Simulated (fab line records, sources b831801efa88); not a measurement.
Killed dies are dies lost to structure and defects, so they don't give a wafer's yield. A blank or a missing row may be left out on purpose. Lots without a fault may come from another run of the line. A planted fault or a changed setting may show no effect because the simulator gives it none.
Which tool did it? | flow gf180mcu | 11 lots, 33 wafers sampled, at 3 steps of a route of 602

WHAT THE GAUGES READ, wafer by wafer
GF_V2_THK_MEAS_03.
lot  | measured     | on            | V2_CVD_02_THK (nm)
L188 | day 18 21:07 | film_metro-04 | 834 854 867
L191 | day 20 14:28 | film_metro-02 | 840 841 857
L196 | day 23 02:26 | film_metro-02 | 845 1279 861
L197 | day 23 11:52 | film_metro-04 | 1269 833 1283
L201 | day 24 10:26 | film_metro-02 | 872 854 862
L206 | day 25 20:24 | film_metro-02 | 833 825 847
L207 | day 26 00:53 | film_metro-03 | 825 850 863
L208 | day 26 02:56 | film_metro-03 | 851 850 856
L209 | day 26 16:40 | film_metro-02 | 834 843 840
L210 | day 26 21:04 | film_metro-02 | 853 875 861
L211 | day 27 13:28 | film_metro-03 | 843 835 857

WHICH TOOL RAN EACH LOT (tool, then ch and the chambers of the sampled wafers, then the start)
lot  | GF_V1_CMP_04                  | GF_V2_CVD_02
L188 | cmp-01 ch 0,1,3, day 16 22:18 | pecvd-01 ch 0,1,2, day 18 21:02
L191 | cmp-01 ch 1,2,3, day 18 12:04 | pecvd-04 ch 0,1,2, day 20 14:23
L196 | cmp-01 ch 0,3, day 21 00:09   | pecvd-04 ch 0,1, day 23 02:22
L197 | cmp-02 ch 0,1,3, day 21 10:47 | pecvd-04 ch 0,1,2, day 23 11:48
L201 | cmp-01 ch 0,1,2, day 22 09:17 | pecvd-01 ch 0,1,2, day 24 10:21
L206 | cmp-02 ch 1,2,3, day 23 21:47 | pecvd-04 ch 0,1, day 25 20:20
L207 | cmp-02 ch 0,2,3, day 24 01:38 | pecvd-02 ch 1,2, day 26 00:49
L208 | cmp-02 ch 0,1,3, day 24 05:46 | pecvd-04 ch 0,2, day 26 02:52
L209 | cmp-01 ch 0,2, day 24 19:29   | pecvd-04 ch 0,1,2, day 26 16:34
L210 | cmp-01 ch 0,1,3, day 24 23:29 | pecvd-02 ch 0,2, day 26 20:59
L211 | cmp-01 ch 0,1,2, day 25 17:59 | pecvd-04 ch 0,2, day 27 13:23
- GF_V1_CMP_04: polishes SiO2.
- GF_V2_CVD_02: deposits SiO2 from TEOS, target thk 850 nm, time 94.851 s.

THE ANSWER, worked out from the rows above alone
Rule: what is usual is taken from the lots themselves. Put in order of their means at a reading, lots are off if they are a third of the lots or fewer, leave a main group of 4 or more, and stand apart from it by a gap of 3 or more times the standard deviation of the main group's means; of several such gaps the widest counts. A main group whose means are all the same, to the digits that the tables above print for the reading, isn't used. A lot without any number at a reading at which 4 lots or more have one is off too. The other lots that the step has rows for count as sound.
Off: L196, L197, at GF_V2_THK_MEAS_03 (V2_CVD_02_THK). The main group: mean 849 nm, standard deviation 9.
A tool fits if, at a process step before that reading, it ran every lot that is off, and no sound lot after the first of them. The gauges at GF_V2_THK_MEAS_03 are tried like those tools. None of those tried fits.

WHAT THE SIMULATOR HAD PUT IN
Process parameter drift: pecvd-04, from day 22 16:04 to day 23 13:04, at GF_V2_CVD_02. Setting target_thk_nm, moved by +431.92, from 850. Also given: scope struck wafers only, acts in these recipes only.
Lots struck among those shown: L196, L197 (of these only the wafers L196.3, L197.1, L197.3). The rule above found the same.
